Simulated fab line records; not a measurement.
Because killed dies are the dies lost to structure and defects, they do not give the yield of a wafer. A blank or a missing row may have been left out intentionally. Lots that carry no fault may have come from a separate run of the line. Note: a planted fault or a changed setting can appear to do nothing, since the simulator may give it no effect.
One fault through the eyes of 2 desks ; flow gf180mcu ; each desk holds nothing but its own numbers, with what lay behind them at the end

== FROM THE METROLOGY DESK ==
What the gauges read for every lot (on any tool): the sampled wafers with a number, averaged. Marked OUT: a lot whose mean sits more than 4 standard deviations from the usual mean, which makes it out of limits; the brackets give that distance.
Columns: A = MIM_ALCU_THK at GF_MIM_THK_MEAS_11, usual 200.1 nm; B = cd-nm at GF_M5_CD_MEAS_07, usual 279.7 nm; C = V5_OVL at GF_V5_OVL_MEAS_15, usual 1 nm
lot;first seen here;A;B;C
L786;day 24 04:34;201.4;280.3;-4
L787;day 24 22:25;196.9;278.7;-6
L788;day 25 02:10;199.9;278.4;-3
L789;day 25 17:14;196.1;279.8;5
L791;day 26 12:36;199.8;279.6;3
L790;day 26 13:25;198.0;279.2;-3
L793;day 27 03:10;200.3;279.5;0
L792;day 27 18:36;203.5;280.8;-2
L794;day 27 22:53;200.1;277.3;9
L799;day 29 00:02;201.9;278.5;-6
L806;day 30 13:53;200.2;281.5;-2
L809;day 31 18:59;198.0;280.1;5
Result from this desk: across the 12 lots, nothing is out of limits.

== AT THE TOOL OWNER'S DESK: iline-stepper-01 ==
The tool's own readings at GF_TOP_METAL_EXPOSE_11 (exposes mask MetalTop, target cd 440 nm): means of the sampled wafers that have a number, for each lot that ran on this tool. Marked OUT: a lot whose mean sits more than 4 standard deviations from the usual mean, which makes it out of limits; the brackets give that distance.
Columns: A = reticle-temp-C at GF_TOP_METAL_EXPOSE_11, usual 23.01 C
lot;first seen here;A
L787;day 28 01:24;23.05
L788;day 28 07:12;23.00
L793;day 30 03:22;23.01
L792;day 30 15:12;22.87
L794;day 30 21:05;23.13
L799;day 31 20:38;23.03
L809;day 34 07:41;22.99
Result from this desk: across the 7 lots, nothing is out of limits.

== BROUGHT TOGETHER ==
Metrology desk: nothing out of limits seen.
Nothing out of limits was seen by the tool owner's desk.

== WHAT THE SIMULATOR HAD INSERTED ==
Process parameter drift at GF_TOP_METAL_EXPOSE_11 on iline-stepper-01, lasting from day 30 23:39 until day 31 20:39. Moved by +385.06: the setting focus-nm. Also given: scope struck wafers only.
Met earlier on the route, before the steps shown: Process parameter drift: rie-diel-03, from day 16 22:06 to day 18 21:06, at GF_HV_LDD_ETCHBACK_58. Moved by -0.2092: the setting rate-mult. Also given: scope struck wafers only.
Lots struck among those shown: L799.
